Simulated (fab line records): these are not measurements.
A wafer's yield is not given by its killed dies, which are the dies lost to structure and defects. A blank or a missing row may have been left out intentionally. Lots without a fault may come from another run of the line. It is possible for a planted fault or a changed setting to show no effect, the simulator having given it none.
Chamber matching ; flow sfq_line ; SFQ_TRILAYER_I6_VIA_ETCH_VIA_ETCH_172 on rie_diel-02: 4 sister chambers
The step etches SiO2 in CHF3, stops on Nb, target depth 260 nm. 20 wafers are shown with their chamber, then 10 later ones without.

WAFERS PAIRED WITH THEIR CHAMBERS
wafer;chamber;drypump_motor_current_A (A);rf_fwd_power_W (W);oes_product_au (a.u.)
L335.3;0;5.6;502.0;0.858
L335.4;3;6.4;501.8;0.856
L335.6;1;6.0;498.2;0.846
L337.1;3;6.5;499.5;0.856
L337.3;0;5.5;499.8;0.853
L337.4;2;5.3;495.2;0.858
L340.2;2;5.3;499.1;0.855
L340.3;3;6.5;498.9;0.859
L340.4;1;5.9;499.3;0.861
L344.3;3;6.4;500.9;0.857
L344.4;1;6.0;495.7;0.863
L344.5;2;5.3;498.5;0.856
L345.2;2;5.3;499.6;0.857
L345.3;0;5.6;500.2;0.862
L345.5;2;5.3;499.0;0.857
L346.2;1;6.0;498.4;0.854
L346.3;0;5.5;496.4;0.849
L346.5;1;6.0;502.4;0.855
L348.1;0;5.6;499.6;0.853
L348.4;2;5.3;496.9;0.851

SIGNATURES (averages over the wafers above)
reading;chamber 0;chamber 1;chamber 2;chamber 3;scatter within a chamber
drypump_motor_current_A;5.560;5.980;5.300;6.450;0.0433
rf_fwd_power_W;499.600;498.800;498.050;500.275;1.92
oes_product_au;0.85500;0.85580;0.85567;0.85700;0.00446
Rule: distance of a wafer from a chamber = root of the sum over the readings of ((wafer's reading minus chamber's mean) / reading's scatter) squared. If the next closest chamber is less than 2 further off than the closest, the wafer can't be placed; otherwise it belongs to the closest. How the scatter is found: for the shown wafers, subtract from each reading the mean of its chamber, square and add these, divide the total by (wafers less chambers), then take the root.

WAFERS WHOSE CHAMBER IS MISSING
wafer;drypump_motor_current_A (A);rf_fwd_power_W (W);oes_product_au (a.u.)
L348.6;5.9;498.9;0.853
L350.3;5.3;500.9;0.851
L350.4;6.0;500.6;0.845
L350.6;5.3;499.4;0.843
L351.3;5.6;501.3;0.860
L351.5;5.3;496.7;0.844
L351.6;6.0;498.9;0.845
L352.1;5.9;497.6;0.858
L352.3;5.3;497.5;0.846
L352.4;6.4;501.7;0.856

WHICH CHAMBER EACH ONE RAN IN
wafer;from the rows above;in truth
L348.6;1;1
L350.3;2;2
L350.4;1;1
L350.6;2;2
L351.3;0;0
L351.5;2;2
L351.6;1;1
L352.1;1;1
L352.3;2;2
L352.4;3;3
Placed correctly: 10 of 10. Left unplaced by these rows: 0. Placed wrongly: 0.
